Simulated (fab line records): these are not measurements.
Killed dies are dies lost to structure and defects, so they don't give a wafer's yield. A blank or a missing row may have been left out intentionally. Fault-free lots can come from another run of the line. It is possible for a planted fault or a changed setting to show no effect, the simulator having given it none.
Chamber matching    flow gf180mcu    GF_STI_CMP_25 on cmp-02 has 4 sister chambers
The step polishes, stops on Si3N4, t overpolish 33 s, target thk 524.6 nm. 8 wafers are shown with their chamber, then 7 later ones without.

## WAFERS WITH THEIR CHAMBER
wafer   chamber  motor current A (A)  time to endpoint s (s)
L851.3  2        11.1                 120
L851.4  3        11.0                 120
L851.5  0        13.7                 124
L852.2  0        13.5                 121
L852.3  1        11.1                 111
L852.5  2        10.9                 121
L855.2  3        10.6                 116
L855.4  1        11.8                 115

## WAFERS WITH NO CHAMBER GIVEN
wafer   motor current A (A)  time to endpoint s (s)
L855.5  12.0                 123
L856.2  11.1                 123
L856.3  10.7                 120
L856.5  12.0                 124
L858.2  14.0                 121
L858.3  12.1                 115
L858.6  13.2                 120

## WHICH CHAMBER EACH WENT THROUGH
wafer   from the rows above                in truth
L855.5  can't be placed: 2 or 3 or 1 or 0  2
L856.2  can't be placed: 2 or 3            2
L856.3  can't be placed: 3 or 2            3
L856.5  can't be placed: 2 or 3 or 1 or 0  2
L858.2  0                                  0
L858.3  1                                  1
L858.6  0                                  0
Correctly placed: 3 of 7. Not placeable from these rows: 4 (in 4, the candidates include the true chamber). Placed wrongly: 0.
How it was worked out, from the rows above alone: a wafer's distance from a chamber is the root of the sum, over the readings, of the square of ((its reading less the chamber's mean) divided by the reading's scatter). The wafer belongs to the nearest chamber; if the next one is less than 2 further off, it can't be placed. The mean given for a chamber averages the wafers shown for that chamber. How the scatter is found: for the shown wafers, subtract from each reading the mean of its chamber, square and add these, divide the total by (wafers less chambers), then take the root.
